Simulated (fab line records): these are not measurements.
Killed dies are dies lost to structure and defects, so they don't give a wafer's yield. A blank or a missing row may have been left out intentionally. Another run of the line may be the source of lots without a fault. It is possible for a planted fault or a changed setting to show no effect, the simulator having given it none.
Split-lot trial -- flow sky130 -- route with 708 steps; 5 lots, 23 wafers read

== ABOUT THE SPLIT ==
At SKY_VIA1_SPUTTER_20 (material TiN, target thk 20 nm, time 80 s), the setting chamber_pressure_pa was moved away from the recipe's 5 Pa on 15 of the 23 wafers read, by -5.8% to -4.2%. This setting was run at the recipe's value on the other wafers.

The reading is taken at the split's own step.

== THE READING ==
TiN_of_VIA1_SPUTTER_20.thk_nm (the simulator's own value, which no gauge read), in nm, at SKY_VIA1_SPUTTER_20 (material TiN, target thk 20 nm, time 80 s). There is no usual value for it anywhere in the file. The 8 wafers here that ran the recipe average 20.34 nm, standard deviation 0.3 nm.

wafer,"tool, chamber at the split","chamber_pressure_pa as run, Pa",against the recipe,"TiN_of_VIA1_SPUTTER_20.thk_nm, nm",against lot-mates on the recipe
L074.1,"pvd_sputter-04, -",5,recipe,20.7,-
L074.2,"pvd_sputter-04, -",5,recipe,20.49,-
L074.3,"pvd_sputter-04, -",5,recipe,20.39,-
L074.4,"pvd_sputter-04, -",5,recipe,20.6,-
L074.5,"pvd_sputter-04, -",5,recipe,20.55,-
L076.1,"pvd_sputter-01, -",4.75,-5.0%,21.13,no lot-mate on the recipe
L076.2,"pvd_sputter-01, -",4.75,-5.0%,20.92,no lot-mate on the recipe
L076.3,"pvd_sputter-01, -",4.75,-5.0%,20.96,no lot-mate on the recipe
L076.5,"pvd_sputter-01, -",4.75,-5.0%,21.27,no lot-mate on the recipe
L076.6,"pvd_sputter-01, -",4.75,-5.0%,21.01,no lot-mate on the recipe
L081.1,"pvd_sputter-03, -",4.712,-5.8%,21.69,no lot-mate on the recipe
L081.2,"pvd_sputter-03, -",4.712,-5.8%,21.43,no lot-mate on the recipe
L081.3,"pvd_sputter-03, -",4.712,-5.8%,21.41,no lot-mate on the recipe
L081.5,"pvd_sputter-03, -",4.712,-5.8%,21.5,no lot-mate on the recipe
L081.6,"pvd_sputter-03, -",4.712,-5.8%,21.59,no lot-mate on the recipe
L083.2,"pvd_sputter-03, -",4.791,-4.2%,20.75,no lot-mate on the recipe
L083.3,"pvd_sputter-03, -",4.791,-4.2%,20.87,no lot-mate on the recipe
L083.4,"pvd_sputter-03, -",4.791,-4.2%,21.01,no lot-mate on the recipe
L083.5,"pvd_sputter-03, -",4.791,-4.2%,20.79,no lot-mate on the recipe
L083.6,"pvd_sputter-03, -",4.791,-4.2%,20.77,no lot-mate on the recipe
L084.1,"pvd_sputter-04, -",5,recipe,20.01,-
L084.2,"pvd_sputter-04, -",5,recipe,20.17,-
L084.5,"pvd_sputter-04, -",5,recipe,19.79,-

THE FIT
A straight line over all 23 wafers: TiN_of_VIA1_SPUTTER_20.thk_nm changes by -0.174 nm for each +1% of chamber_pressure_pa; r = -0.86; the points scatter about the line by 0.26 nm.
Too few moved wafers with a lot-mate on the recipe to fit a line net of each lot's own level.

== FILE'S OWN FIT ==
TiN_of_VIA1_SPUTTER_20.thk_nm changes by -0.174 nm for each +1% of chamber_pressure_pa, r = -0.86.
